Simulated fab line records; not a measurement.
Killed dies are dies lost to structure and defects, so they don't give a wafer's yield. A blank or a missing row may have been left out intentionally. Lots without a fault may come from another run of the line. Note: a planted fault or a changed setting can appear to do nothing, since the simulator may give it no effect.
Which tool was responsible? / flow gf180mcu / 15 lots with 45 wafers sampled at 4 steps, on a route of 602 steps

== WHAT THE GAUGES SHOWED, per wafer ==
Not one reading of a measure or inspect step in the record can be checked against a usual standard deviation.

== TOOL THAT RAN EACH LOT (tool first, then ch and the chambers of the sampled wafers, then the start) ==
lot=L450; GF_V1_ETCH_16=rieDiel-02 ch 0,1,2, day 18 03:26; GF_V1_CMP_26=cmp-01 ch 1,2,3, day 18 04:38; GF_M2_SPUTTER_01=pvdSputter-03, day 18 04:59; GF_M2_SPUTTER_03=pvdSputter-03, day 18 05:02
lot=L451; GF_V1_ETCH_16=rieDiel-03 ch 0,2, day 18 07:47; GF_V1_CMP_26=cmp-01 ch 0,3, day 18 08:50; GF_M2_SPUTTER_01=pvdSputter-01, day 18 09:14; GF_M2_SPUTTER_03=pvdSputter-01, day 18 09:18
lot=L452; GF_V1_ETCH_16=rieDiel-03 ch 0,1,3, day 18 13:50; GF_V1_CMP_26=cmp-02 ch 0,2,3, day 18 14:59; GF_M2_SPUTTER_01=pvdSputter-01, day 18 15:20; GF_M2_SPUTTER_03=pvdSputter-01, day 18 15:23
lot=L454; GF_V1_ETCH_16=rieDiel-04 ch 0,1,2, day 19 18:44; GF_V1_CMP_26=cmp-01 ch 0,1, day 19 20:11; GF_M2_SPUTTER_01=pvdSputter-03, day 19 20:32; GF_M2_SPUTTER_03=pvdSputter-03, day 19 20:35
lot=L456; GF_V1_ETCH_16=rieDiel-02 ch 2,3, day 20 07:22; GF_V1_CMP_26=cmp-01 ch 0,1,3, day 20 08:31; GF_M2_SPUTTER_01=-; GF_M2_SPUTTER_03=-
lot=L457; GF_V1_ETCH_16=rieDiel-04 ch 0,1,3, day 21 06:07; GF_V1_CMP_26=cmp-02 ch 1,3, day 21 07:15; GF_M2_SPUTTER_01=-; GF_M2_SPUTTER_03=-
lot=L458; GF_V1_ETCH_16=rieDiel-02 ch 1,2, day 21 06:38; GF_V1_CMP_26=cmp-01 ch 1,2, day 21 07:42; GF_M2_SPUTTER_01=-; GF_M2_SPUTTER_03=-
lot=L462; GF_V1_ETCH_16=rieDiel-04 ch 0,1,2, day 22 17:13; GF_V1_CMP_26=cmp-01 ch 0,2, day 22 18:16; GF_M2_SPUTTER_01=pvdSputter-04, day 22 18:40; GF_M2_SPUTTER_03=pvdSputter-04, day 22 18:44
lot=L464; GF_V1_ETCH_16=rieDiel-04 ch 1,3, day 23 07:07; GF_V1_CMP_26=cmp-01 ch 0,1, day 23 08:10; GF_M2_SPUTTER_01=pvdSputter-01, day 23 08:34; GF_M2_SPUTTER_03=pvdSputter-01, day 23 08:38
lot=L465; GF_V1_ETCH_16=rieDiel-04 ch 0,1,3, day 23 11:38; GF_V1_CMP_26=cmp-01 ch 1,2,3, day 23 12:47; GF_M2_SPUTTER_01=pvdSputter-04, day 23 13:05; GF_M2_SPUTTER_03=pvdSputter-04, day 23 13:09
lot=L466; GF_V1_ETCH_16=rieDiel-03 ch 0,2,3, day 23 22:02; GF_V1_CMP_26=cmp-01 ch 0,2,3, day 23 23:17; GF_M2_SPUTTER_01=pvdSputter-01, day 23 23:35; GF_M2_SPUTTER_03=pvdSputter-01, day 23 23:38
lot=L467; GF_V1_ETCH_16=rieDiel-03 ch 0,1,2, day 24 08:43; GF_V1_CMP_26=cmp-02 ch 0,1,2, day 24 09:52; GF_M2_SPUTTER_01=pvdSputter-03, day 24 10:10; GF_M2_SPUTTER_03=pvdSputter-03, day 24 10:14
lot=L468; GF_V1_ETCH_16=rieDiel-02 ch 1,3, day 25 04:23; GF_V1_CMP_26=cmp-01 ch 0,2,3, day 25 05:30; GF_M2_SPUTTER_01=pvdSputter-03, day 25 05:51; GF_M2_SPUTTER_03=pvdSputter-03, day 25 05:55
lot=L469; GF_V1_ETCH_16=rieDiel-03 ch 1,2,3, day 25 13:52; GF_V1_CMP_26=cmp-02 ch 0,1,3, day 25 14:55; GF_M2_SPUTTER_01=pvdSputter-04, day 25 15:19; GF_M2_SPUTTER_03=pvdSputter-04, day 25 15:23
lot=L473; GF_V1_ETCH_16=rieDiel-04 ch 0,1,2, day 26 05:41; GF_V1_CMP_26=cmp-01 ch 0,1,2, day 26 06:44; GF_M2_SPUTTER_01=pvdSputter-03, day 26 07:08; GF_M2_SPUTTER_03=pvdSputter-03, day 26 07:11
- GF_V1_ETCH_16: etches BARC in N2/H2.
- GF_V1_CMP_26: polishes, stops on SiO2, t overpolish 15 s, target thk 0 nm.
- GF_M2_SPUTTER_01: material TiN, target thk 30 nm, time 25 s.
- GF_M2_SPUTTER_03: material Ti, target thk 10 nm, time 6.7 s.

== WHAT THE TOOLS THEMSELVES READ (means of the sampled wafers that have a number; where no wafer has one, the mark that the record gives instead) ==
GF_V1_ETCH_16. Usual: drypumpMotorCurrentA 6.1 A, standard deviation 0.41; n2FlowSccm 100.02 sccm, standard deviation 0.29; oesProductAu 0.855 a.u., standard deviation 0.005; throttleValvePct 13.226 %, standard deviation 0.0093.
lot=L450; tool=rieDiel-02; drypumpMotorCurrentA (A)=5.6; n2FlowSccm (sccm)=99.93; oesProductAu (a.u.)=0.856; throttleValvePct (%)=13.234; flag=
lot=L451; tool=rieDiel-03; drypumpMotorCurrentA (A)=6.0; n2FlowSccm (sccm)=100.13; oesProductAu (a.u.)=0.860; throttleValvePct (%)=13.230; flag=
lot=L452; tool=rieDiel-03; drypumpMotorCurrentA (A)=5.8; n2FlowSccm (sccm)=100.24; oesProductAu (a.u.)=0.851; throttleValvePct (%)=13.220; flag=
lot=L454; tool=rieDiel-04; drypumpMotorCurrentA (A)=6.5; n2FlowSccm (sccm)=99.90; oesProductAu (a.u.)=0.857; throttleValvePct (%)=13.223; flag=
lot=L456; tool=rieDiel-02; drypumpMotorCurrentA (A)=6.0; n2FlowSccm (sccm)=99.78; oesProductAu (a.u.)=0.857; throttleValvePct (%)=13.221; flag=
lot=L457; tool=rieDiel-04; drypumpMotorCurrentA (A)=6.4; n2FlowSccm (sccm)=100.09; oesProductAu (a.u.)=0.853; throttleValvePct (%)=13.223; flag=
lot=L458; tool=rieDiel-02; drypumpMotorCurrentA (A)=5.3; n2FlowSccm (sccm)=100.02; oesProductAu (a.u.)=0.856; throttleValvePct (%)=13.228; flag=
lot=L462; tool=rieDiel-04; drypumpMotorCurrentA (A)=6.5; n2FlowSccm (sccm)=100.13; oesProductAu (a.u.)=0.857; throttleValvePct (%)=13.225; flag=
lot=L464; tool=rieDiel-04; drypumpMotorCurrentA (A)=6.3; n2FlowSccm (sccm)=99.88; oesProductAu (a.u.)=0.853; throttleValvePct (%)=13.218; flag=
lot=L465; tool=rieDiel-04; drypumpMotorCurrentA (A)=6.3; n2FlowSccm (sccm)=100.15; oesProductAu (a.u.)=0.855; throttleValvePct (%)=13.232; flag=
lot=L466; tool=rieDiel-03; drypumpMotorCurrentA (A)=5.8; n2FlowSccm (sccm)=100.12; oesProductAu (a.u.)=0.862; throttleValvePct (%)=13.229; flag=
lot=L467; tool=rieDiel-03; drypumpMotorCurrentA (A)=6.0; n2FlowSccm (sccm)=100.24; oesProductAu (a.u.)=0.858; throttleValvePct (%)=13.226; flag=
lot=L468; tool=rieDiel-02; drypumpMotorCurrentA (A)=5.8; n2FlowSccm (sccm)=100.02; oesProductAu (a.u.)=0.851; throttleValvePct (%)=13.231; flag=
lot=L469; tool=rieDiel-03; drypumpMotorCurrentA (A)=5.8; n2FlowSccm (sccm)=100.00; oesProductAu (a.u.)=0.858; throttleValvePct (%)=13.232; flag=
lot=L473; tool=rieDiel-04; drypumpMotorCurrentA (A)=6.5; n2FlowSccm (sccm)=100.05; oesProductAu (a.u.)=0.855; throttleValvePct (%)=13.220; flag=

GF_V1_CMP_26. Usual: edgeZonePressureFrac 1.001, standard deviation 0.0051; headPressurePsi 3.501 psi, standard deviation 0.0076; motorCurrentA 11.3 A, standard deviation 0.88; overpolishRunS 14.999 s, standard deviation 0.0092; platenRpm 60.00 rpm, standard deviation 0.041; slurryFilterDpKPa 13.49 kPa, standard deviation 0.13; timeToEndpointS 85.1 s, standard deviation 3.
lot=L450; tool=cmp-01; edgeZonePressureFrac=1.004; headPressurePsi (psi)=3.506; motorCurrentA (A)=11.0; overpolishRunS (s)=14.992; platenRpm (rpm)=59.98; slurryFilterDpKPa (kPa)=13.56; timeToEndpointS (s)=84.1; flag=
lot=L451; tool=cmp-01; edgeZonePressureFrac=1.003; headPressurePsi (psi)=3.501; motorCurrentA (A)=11.6; overpolishRunS (s)=14.988; platenRpm (rpm)=60.01; slurryFilterDpKPa (kPa)=13.45; timeToEndpointS (s)=85.6; flag=
lot=L452; tool=cmp-02; edgeZonePressureFrac=0.997; headPressurePsi (psi)=3.494; motorCurrentA (A)=11.7; overpolishRunS (s)=15.013; platenRpm (rpm)=60.00; slurryFilterDpKPa (kPa)=13.53; timeToEndpointS (s)=87.6; flag=
lot=L454; tool=cmp-01; edgeZonePressureFrac=1.001; headPressurePsi (psi)=3.499; motorCurrentA (A)=10.1; overpolishRunS (s)=15.002; platenRpm (rpm)=60.02; slurryFilterDpKPa (kPa)=13.46; timeToEndpointS (s)=82.9; flag=
lot=L456; tool=cmp-01; edgeZonePressureFrac=-; headPressurePsi (psi)=-; motorCurrentA (A)=-; overpolishRunS (s)=-; platenRpm (rpm)=-; slurryFilterDpKPa (kPa)=-; timeToEndpointS (s)=-; flag=OFF
lot=L457; tool=cmp-02; edgeZonePressureFrac=-; headPressurePsi (psi)=-; motorCurrentA (A)=-; overpolishRunS (s)=-; platenRpm (rpm)=-; slurryFilterDpKPa (kPa)=-; timeToEndpointS (s)=-; flag=OFF
lot=L458; tool=cmp-01; edgeZonePressureFrac=-; headPressurePsi (psi)=-; motorCurrentA (A)=-; overpolishRunS (s)=-; platenRpm (rpm)=-; slurryFilterDpKPa (kPa)=-; timeToEndpointS (s)=-; flag=OFF
lot=L462; tool=cmp-01; edgeZonePressureFrac=0.997; headPressurePsi (psi)=3.497; motorCurrentA (A)=11.3; overpolishRunS (s)=15.001; platenRpm (rpm)=59.98; slurryFilterDpKPa (kPa)=13.51; timeToEndpointS (s)=85.9; flag=
lot=L464; tool=cmp-01; edgeZonePressureFrac=1.001; headPressurePsi (psi)=3.501; motorCurrentA (A)=10.6; overpolishRunS (s)=15.009; platenRpm (rpm)=60.00; slurryFilterDpKPa (kPa)=13.40; timeToEndpointS (s)=83.4; flag=
lot=L465; tool=cmp-01; edgeZonePressureFrac=1.000; headPressurePsi (psi)=3.506; motorCurrentA (A)=11.3; overpolishRunS (s)=14.998; platenRpm (rpm)=59.99; slurryFilterDpKPa (kPa)=13.51; timeToEndpointS (s)=85.6; flag=
lot=L466; tool=cmp-01; edgeZonePressureFrac=1.001; headPressurePsi (psi)=3.498; motorCurrentA (A)=11.3; overpolishRunS (s)=15.011; platenRpm (rpm)=60.01; slurryFilterDpKPa (kPa)=13.46; timeToEndpointS (s)=85.0; flag=
lot=L467; tool=cmp-02; edgeZonePressureFrac=1.002; headPressurePsi (psi)=3.499; motorCurrentA (A)=11.5; overpolishRunS (s)=15.006; platenRpm (rpm)=60.02; slurryFilterDpKPa (kPa)=13.45; timeToEndpointS (s)=83.0; flag=
lot=L468; tool=cmp-01; edgeZonePressureFrac=1.003; headPressurePsi (psi)=3.505; motorCurrentA (A)=11.8; overpolishRunS (s)=14.991; platenRpm (rpm)=60.00; slurryFilterDpKPa (kPa)=13.48; timeToEndpointS (s)=87.7; flag=
lot=L469; tool=cmp-02; edgeZonePressureFrac=1.004; headPressurePsi (psi)=3.507; motorCurrentA (A)=11.8; overpolishRunS (s)=14.995; platenRpm (rpm)=59.97; slurryFilterDpKPa (kPa)=13.47; timeToEndpointS (s)=88.9; flag=
lot=L473; tool=cmp-01; edgeZonePressureFrac=1.002; headPressurePsi (psi)=3.500; motorCurrentA (A)=11.1; overpolishRunS (s)=14.995; platenRpm (rpm)=60.04; slurryFilterDpKPa (kPa)=13.32; timeToEndpointS (s)=83.4; flag=

GF_M2_SPUTTER_01. Usual: throttleValvePct reads 29.5 % (standard deviation 1.2).
lot=L450; tool=pvdSputter-03; throttleValvePct (%)=29.2; flag=
lot=L451; tool=pvdSputter-01; throttleValvePct (%)=28.5; flag=
lot=L452; tool=pvdSputter-01; throttleValvePct (%)=28.0; flag=
lot=L454; tool=pvdSputter-03; throttleValvePct (%)=29.1; flag=
lot=L462; tool=pvdSputter-04; throttleValvePct (%)=30.4; flag=
lot=L464; tool=pvdSputter-01; throttleValvePct (%)=28.4; flag=
lot=L465; tool=pvdSputter-04; throttleValvePct (%)=29.9; flag=
lot=L466; tool=pvdSputter-01; throttleValvePct (%)=28.8; flag=
lot=L467; tool=pvdSputter-03; throttleValvePct (%)=29.9; flag=
lot=L468; tool=pvdSputter-03; throttleValvePct (%)=29.3; flag=
lot=L469; tool=pvdSputter-04; throttleValvePct (%)=30.4; flag=
lot=L473; tool=pvdSputter-03; throttleValvePct (%)=29.4; flag=

GF_M2_SPUTTER_03. Usual: throttleValvePct reads 29.5 % (standard deviation 1.2).
lot=L450; tool=pvdSputter-03; throttleValvePct (%)=29.3; flag=
lot=L451; tool=pvdSputter-01; throttleValvePct (%)=28.5; flag=
lot=L452; tool=pvdSputter-01; throttleValvePct (%)=28.0; flag=
lot=L454; tool=pvdSputter-03; throttleValvePct (%)=29.3; flag=
lot=L462; tool=pvdSputter-04; throttleValvePct (%)=30.4; flag=
lot=L464; tool=pvdSputter-01; throttleValvePct (%)=28.3; flag=
lot=L465; tool=pvdSputter-04; throttleValvePct (%)=30.1; flag=
lot=L466; tool=pvdSputter-01; throttleValvePct (%)=28.9; flag=
lot=L467; tool=pvdSputter-03; throttleValvePct (%)=29.7; flag=
lot=L468; tool=pvdSputter-03; throttleValvePct (%)=29.6; flag=
lot=L469; tool=pvdSputter-04; throttleValvePct (%)=30.5; flag=
lot=L473; tool=pvdSputter-03; throttleValvePct (%)=29.4; flag=

== THE ANSWER, worked out from the rows above alone ==
Rule: a lot counts as off when the mean over its wafers that have a number is more than 3 standard deviations away from the usual mean. Also off: a lot with no number at a reading for which 4 or more lots have one. Any other lot the step has rows for is counted as sound. Order of review: gauges by route order, followed by the tools' own readings, for which a lot's mean as printed above is used. The first step at which some lot is off is used, and at that step the reading that is off furthest; a lot without a number counts as furthest.
Off at GF_V1_CMP_26 (edgeZonePressureFrac): L456, L457, L458. Without a number there: L456, L457, L458.
If a tool, at that step or one of the process steps before it, ran each lot that is off and ran no sound lot following the first of them, it fits. Of those tried, none fits.

== WHAT THE SIMULATOR PUT IN ==
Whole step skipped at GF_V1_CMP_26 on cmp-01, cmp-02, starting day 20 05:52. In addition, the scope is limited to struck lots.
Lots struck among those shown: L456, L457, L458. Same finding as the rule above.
